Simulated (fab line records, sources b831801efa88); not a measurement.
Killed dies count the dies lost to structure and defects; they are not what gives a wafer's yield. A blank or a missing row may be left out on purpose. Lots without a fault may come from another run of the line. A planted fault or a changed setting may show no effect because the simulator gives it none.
Which tool is to blame? ; flow sky130 ; Sampling: 14 lots, 42 wafers, 5 of 708 route steps

== WHAT EACH GAUGE READ, for each wafer ==
SKY_FIELD_ISO_THK_MEAS_04.
lot;measured;on;FIELD_ISO_CVD_03_THK (nm)
L244;day 1 17:14;filmMetro-01;165.2 165.3 166.4
L247;day 2 09:48;filmMetro-02;166.3 165.4 165.8
L249;day 2 15:13;filmMetro-01;165.7 165.7 163.5
L253;day 3 11:34;filmMetro-03;163.0 163.3 162.9
L254;day 3 18:24;filmMetro-03;164.4 164.7 164.0
L255;day 4 00:41;filmMetro-02;165.6 164.7 164.7
L256;day 4 03:22;filmMetro-01;160.2 160.7 161.3
L257;day 4 09:13;filmMetro-03;166.1 165.7 166.0
L258;day 4 14:03;filmMetro-03;163.3 162.2 162.6
L259;day 4 17:03;filmMetro-02;164.4 165.1 163.7
L260;day 4 23:08;filmMetro-02;167.7 166.9 167.2
L264;day 5 18:22;filmMetro-01;165.8 166.7 165.5
L265;day 5 23:19;filmMetro-02;166.9 167.8 165.9
L267;day 6 09:18;filmMetro-02;164.4 164.6 167.2

SKY_NWELL_RS_MEAS_29: measurement is done with a four-point probe.
lot;measured;on;NWELL_RS (ohm/sq)
L244;day 5 08:13;filmMetro-03;625.4 624.2 625.9
L247;day 6 06:46;filmMetro-04;623.6 624.4 622.9
L249;day 6 17:08;filmMetro-03;621.8 623.4 622.4
L253;day 7 12:55;filmMetro-04;625.0 625.6 624.9
L254;day 8 01:04;filmMetro-03;625.3 625.2 623.9
L255;day 8 06:44;filmMetro-02;624.5 625.6 626.3
L256;day 8 11:32;filmMetro-02;624.1 624.9 625.3
L257;day 8 16:14;filmMetro-03;625.3 624.4 625.4
L258;day 8 19:46;filmMetro-04;624.3 624.0 623.2
L259;day 9 01:36;filmMetro-03;622.7 623.4 625.8
L260;day 9 09:33;filmMetro-03;624.2 623.2 622.4
L264;day 10 08:28;filmMetro-03;649.3 648.7 649.1
L265;day 10 12:16;filmMetro-04;650.1 649.7 650.7
L267;day 11 01:04;filmMetro-04;623.8 623.0 624.1

SKY_VT_ADJUST_LVTN_OVL_MEAS_18.
lot;measured;on;VT_ADJUST_LVTN_01_OVL (nm)
L244;day 7 16:44;overlay-01;-1.4 -2.1 -2.7
L247;day 8 18:52;overlay-01;1.0 -0.3 -1.4
L249;day 9 05:53;overlay-01;-2.3 -2.4 -1.4
L253;day 10 04:36;overlay-02;-0.4 0.0 0.4
L254;day 10 17:05;overlay-01;0.1 -1.7 -0.1
L255;day 10 22:47;overlay-02;-1.5 -3.3 0.0
L256;day 11 04:08;overlay-02;1.5 0.6 -0.2
L257;day 11 09:20;overlay-02;-1.4 -0.6 -0.4
L258;day 11 14:28;overlay-01;-0.8 -0.5 0.3
L259;day 11 20:41;overlay-02;1.3 1.3 -2.0
L260;day 12 04:20;overlay-02;2.1 2.7 2.7
L267;day 13 21:37;overlay-02;-0.4 -1.4 -1.0

SKY_VT_ADJUST_HVTR_TW_MEAS_11.
lot;measured;on;VT_ADJUST_HVTR_TW
L244;day 9 11:23;filmMetro-04;212.5 211.9 211.7
L247;day 10 15:26;filmMetro-02;212.8 213.2 212.6
L249;day 11 02:28;filmMetro-04;213.1 213.0 212.9
L253;day 12 01:33;filmMetro-03;212.5 212.9 211.4
L254;day 12 15:18;filmMetro-03;211.3 212.2 211.4
L255;day 12 21:17;filmMetro-03;211.4 211.9 212.2
L256;day 13 02:30;filmMetro-02;210.5 210.2 210.7
L257;day 13 07:39;filmMetro-02;210.4 210.8 210.3
L258;day 13 12:14;filmMetro-03;212.0 211.9 211.9
L259;day 13 19:51;filmMetro-02;210.0 210.6 212.0
L260;day 14 05:18;filmMetro-04;213.1 212.5 212.8
L267;day 16 03:44;filmMetro-03;211.2 211.1 210.9

== EACH LOT AND THE TOOL THAT RAN IT (in order: tool; ch and the chambers of the sampled wafers; start) ==
lot;SKY_NWELL_IMPLANT_13
L244;implanter-01 ch 0, day 4 14:16
L247;implanter-04 ch 0, day 5 12:07
L249;implanter-02 ch 0, day 5 21:32
L253;implanter-02 ch 0, day 6 17:04
L254;implanter-04 ch 0, day 7 01:46
L255;implanter-02 ch 0, day 7 10:21
L256;implanter-02 ch 0, day 7 14:27
L257;implanter-04 ch 0, day 7 19:02
L258;implanter-02 ch 0, day 7 22:16
L259;implanter-01 ch 0, day 8 04:23
L260;implanter-01 ch 0, day 8 11:35
L264;implanter-01, day 9 10:46
L265;implanter-01, day 9 14:16
L267;implanter-01 ch 0, day 10 02:55
- SKY_NWELL_IMPLANT_13

== AS READ BY THE TOOLS THEMSELVES (means over the sampled wafers that have a number; for cases with no such wafer, the mark the record gives instead) ==
SKY_NWELL_IMPLANT_13.
lot;tool;beamEnergyKeV;beamOnS (s);endStationPressureTorr (Torr)
L244;implanter-01;49.993;10.19;5.14e-06
L247;implanter-04;50.007;10.07;4.98e-06
L249;implanter-02;49.994;9.95;5.00e-06
L253;implanter-02;49.997;10.10;4.57e-06
L254;implanter-04;50.015;10.02;4.89e-06
L255;implanter-02;50.004;9.82;4.95e-06
L256;implanter-02;50.007;10.13;5.12e-06
L257;implanter-04;50.002;10.08;4.97e-06
L258;implanter-02;49.993;9.90;5.09e-06
L259;implanter-01;49.994;9.82;5.34e-06
L260;implanter-01;49.996;10.05;4.94e-06
L264;implanter-01;-;-;-
L265;implanter-01;-;-;-
L267;implanter-01;49.999;10.04;4.90e-06

== THE ANSWER, worked out from the rows above alone ==
Rule: the lots themselves supply what counts as usual. Put in order of their means at a reading, lots are off if they are a third of the lots or fewer, leave a main group of 4 or more, and stand apart from it by a gap of 3 or more times the standard deviation of the main group's means; of several such gaps the widest counts. Not used: any main group whose means are identical at the precision the tables above print for the reading. Also off: a lot with no number at a reading for which 4 or more lots have one. The other lots that the step has rows for count as sound. First the gauges in route order, then the tools' own readings, where a lot's mean is used as printed above. At the first step where some lot is off, the reading lying furthest off is the one used; lots without a number count as furthest.
Off: at SKY_NWELL_RS_MEAS_29 (NWELL_RS), L264, L265. The main group has a mean of 624.3 ohm/sq with a standard deviation of 0.88.
If a tool, at a process step before that reading, ran all the lots that are off and no sound lot after the first of them, it fits. The gauges at SKY_NWELL_RS_MEAS_29 aren't tried: what is off there is off at SKY_NWELL_IMPLANT_13 too, on other tools, and a gauge's error can't cause that. None of those tried fits.

== WHAT THE SIMULATOR HAD INSERTED ==
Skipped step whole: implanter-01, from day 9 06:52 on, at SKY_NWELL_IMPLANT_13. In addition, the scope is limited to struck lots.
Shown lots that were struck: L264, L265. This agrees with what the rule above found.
